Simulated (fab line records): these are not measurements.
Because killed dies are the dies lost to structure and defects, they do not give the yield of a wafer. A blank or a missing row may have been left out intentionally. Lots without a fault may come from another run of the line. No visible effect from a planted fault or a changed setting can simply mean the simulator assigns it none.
Lot-split experiment ; flow sfq_line ; 27 wafers read across 5 lots, on a route 325 steps long

== ABOUT THE SPLIT ==
At SFQ_TRILAYER_I6_VIA_BARC_OPEN_VIA_ETCH_235 (etches BARC in O2, target depth 125 nm, time 41.7 s), the setting time_s was moved away from the recipe's 41.7 s on 9 of the 27 wafers read, by -51.9% to +47.8%. For the rest of the wafers, this setting stayed at what the recipe calls for.

Split to reading: the file shows no intervening step.

== THE READING ==
KrF_of_TRILAYER_I6_VIA_LITHO_COAT_169.thk_nm (the simulator's own value, which no gauge read), in nm, at SFQ_TRILAYER_I6_VIA_ETCH_VIA_ETCH_172 (etches SiO2 in CHF3, stops on Nb, target depth 260 nm). No usual value for it is given in the file. Across the 18 wafers here that went through the recipe, the average is 527.9 nm and the standard deviation 2.7 nm.

wafer;tool, chamber at the split;time_s as run, s;against the recipe;KrF_of_TRILAYER_I6_VIA_LITHO_COAT_169.thk_nm, nm;against lot-mates on the recipe
L075.1;rie_diel-01, 3;41.7;recipe;531.2;-
L075.2;rie_diel-01, 0;41.7;recipe;531.8;-
L075.3;rie_diel-01, 2;41.7;recipe;528.7;-
L075.4;rie_diel-01, 1;41.7;recipe;525.6;-
L075.5;rie_diel-01, 2;41.7;recipe;529.4;-
L075.6;rie_diel-01, 3;41.7;recipe;529.7;-
L078.1;rie_diel-01, 3;61.64;+47.8%;505.3;-22.0
L078.2;rie_diel-01, 0;61.64;+47.8%;504.5;-22.8
L078.3;rie_diel-01, 1;41.7;recipe;525.2;-
L078.4;rie_diel-01, 2;41.7;recipe;527;-
L078.5;rie_diel-01, 0;41.7;recipe;529.6;-
L078.6;rie_diel-01, 3;61.64;+47.8%;502.8;-24.5
L079.1;rie_diel-02, 3;41.7;recipe;525.3;-
L079.2;rie_diel-02, 0;41.7;recipe;524.2;-
L079.3;rie_diel-02, 1;22.43;-46.2%;550;+24.7
L079.4;rie_diel-02, 1;41.7;recipe;526.4;-
L079.5;rie_diel-02, 3;22.43;-46.2%;551;+25.7
L079.6;rie_diel-02, 0;22.43;-46.2%;549.3;+24.0
L080.1;rie_diel-03, 2;41.7;recipe;529.8;-
L080.3;rie_diel-03, 3;41.7;recipe;525.9;-
L080.6;rie_diel-03, 1;41.7;recipe;533.8;-
L082.1;rie_diel-02, 3;41.7;recipe;525.6;-
L082.2;rie_diel-02, 2;20.04;-51.9%;555.4;+28.9
L082.3;rie_diel-02, 0;41.7;recipe;524.8;-
L082.4;rie_diel-02, 1;41.7;recipe;529;-
L082.5;rie_diel-02, 3;20.04;-51.9%;553.8;+27.3
L082.6;rie_diel-02, 2;20.04;-51.9%;556.8;+30.3

FIT RESULTS
A straight line over all 27 wafers: KrF_of_TRILAYER_I6_VIA_LITHO_COAT_169.thk_nm changes by -0.503 nm for each +1% of time_s; r = -0.99; the points scatter about the line by 2.4 nm.
The same after taking each lot's own level away (the mean of its wafers on the recipe; 27 wafers): -0.523 nm for each +1%; r = -0.99; scatter 2 nm.
The reading moves by 27 nm for the largest change in time_s, on that fit.
From 525.30 to 529.83 nm: that is the span of the lots' own levels, equal to 1.7 times the standard deviation above.
The two slopes are in agreement: the lot-to-lot level therefore moves the slope only a little.
Check: with one of the wafers moved furthest among these (-51.9%) left out of the fit, the line predicts +27.4 nm for it against its lot-mates. Against them it came out at +28.9 nm.
Tool readings at the split's step, against how far the setting was moved: oes_product_au r = -0.90.

== THE OTHER SPLITS THESE WAFERS WENT THROUGH ==
Note: prior to the reading, these wafers also went through further splits. Each is held against what the fit with the lots' levels taken away leaves over:
other split on the same wafers;wafers away from the commonest value;r with KrF_of_TRILAYER_I6_VIA_LITHO_COAT_169.thk_nm (lot level and that fit taken away)
SFQ_TRILAYER_R5_DEP_SPUTTER_134 time_s;12;-0.07
SFQ_TRILAYER_C5_BARC_OPEN_VIA_ETCH_210 time_s;9;-0.09

== THE WHOLE CHAIN: every reading that the file lists as answering this split, in the file's order ==
step;what it does;reading;change (the file's fit);r (the file's)
SFQ_TRILAYER_I6_VIA_BARC_OPEN_VIA_ETCH_235;etches BARC in O2, target depth 125 nm, time 41.7 s;oes_product_au;not straight: 0.999 at the lowest setting, 0.686 at the recipe, 0.642 at the highest;not given
SFQ_TRILAYER_I6_VIA_BARC_OPEN_VIA_ETCH_235;etches BARC in O2, target depth 125 nm, time 41.7 s;KrF_of_TRILAYER_I6_VIA_LITHO_COAT_169.thk_nm (the simulator's own value, which no gauge read);-0.522 nm for each +1% of the setting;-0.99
SFQ_TRILAYER_I6_VIA_ETCH_VIA_ETCH_172;etches SiO2 in CHF3, stops on Nb, target depth 260 nm;KrF_of_TRILAYER_I6_VIA_LITHO_COAT_169.thk_nm (the simulator's own value, which no gauge read);-0.526 nm for each +1% of the setting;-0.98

== THE FILE'S OWN FIT ==
KrF_of_TRILAYER_I6_VIA_LITHO_COAT_169.thk_nm changes by -0.526 nm for each +1% of time_s, r = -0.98.
